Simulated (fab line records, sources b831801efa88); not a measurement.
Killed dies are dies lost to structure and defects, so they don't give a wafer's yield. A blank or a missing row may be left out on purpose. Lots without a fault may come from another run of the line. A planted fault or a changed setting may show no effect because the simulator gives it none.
One fault seen from 2 desks | flow gf180mcu | each desk has only its own numbers; what lay behind them comes last

THE TOOL OWNER'S DESK: implanter-01
The tool's own readings at GF_NWELL_IMPLANT_09: means of the sampled wafers that have a number, for each lot that ran on this tool. A lot is out of limits, marked OUT, if its mean lies more than 4 standard deviations from the usual mean; the brackets give that distance.
Columns: A = beam_on_s at GF_NWELL_IMPLANT_09, usual 9.99 s; B = dose_ions_cm2 at GF_NWELL_IMPLANT_09, usual 4e+12; C = faraday_current_uA at GF_NWELL_IMPLANT_09, usual 22.6
lot  | first seen here | A     | B                       | C
L317 | day 4 00:34     | 10.29 | 4e+12                   | 21.9
L318 | day 4 05:23     | 9.94  | 4e+12                   | 22.7
L323 | day 5 11:13     | 9.81  | 3e+12 (-99 or more) OUT | 19.9 (-5.9) OUT
L324 | day 5 15:07     | 10.04 | 3e+12 (-99 or more) OUT | 19.4 (-6.9) OUT
L337 | day 8 13:04     | 9.97  | 4e+12                   | 22.6
This desk's finding: out of limits on L323, L324; first on L323, day 5 11:13 (dose_ions_cm2 at GF_NWELL_IMPLANT_09). In limits: L317, L318, L337.

THE METROLOGY DESK
What the gauges read, lot by lot, whatever tool the lot ran on: means of the sampled wafers that have a number. A lot is out of limits, marked OUT, if its mean lies more than 4 standard deviations from the usual mean; the brackets give that distance.
Columns: A = NWELL_RS at GF_VT_IMPLANT_RS_MEAS_47, usual 487.8 ohm/sq
lot  | first seen here | A
L315 | day 7 20:19     | 486.8
L316 | day 8 03:05     | 486.3
L317 | day 8 11:20     | 487.6
L318 | day 8 16:16     | 486.7
L321 | day 9 14:51     | 488.4
L322 | day 9 17:39     | 487.7
L323 | day 10 04:40    | 499.8 (+8.6) OUT
L324 | day 10 09:56    | 496.3 (+6.1) OUT
L327 | day 11 05:40    | 487.1
L328 | day 11 09:46    | 489.9
L332 | day 12 15:58    | 489.8
L337 | day 13 23:18    | 489.5
This desk's finding: out of limits on L323, L324; first on L323, day 10 04:40 (NWELL_RS at GF_VT_IMPLANT_RS_MEAS_47). In limits: L315, L316, L317, L318, L321, L322, L327, L328, L332, L337.

PUT TOGETHER
The tool owner's desk could have raised an alarm at day 5 11:13, on L323, L324.
The metrology desk could have raised an alarm at day 10 04:40, on L323, L324.
Of the lots named, all ran GF_NWELL_IMPLANT_09 on implanter-01.

WHAT THE SIMULATOR HAD PUT IN
Process parameter drift: implanter-01, from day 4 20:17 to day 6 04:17, at GF_NWELL_IMPLANT_09. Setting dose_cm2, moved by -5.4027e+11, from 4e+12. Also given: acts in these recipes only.
Lots struck among those shown: L323, L324.
Hours from the fault's start to each desk's first reading out of limits: the tool owner's desk, 15; the metrology desk, 128.
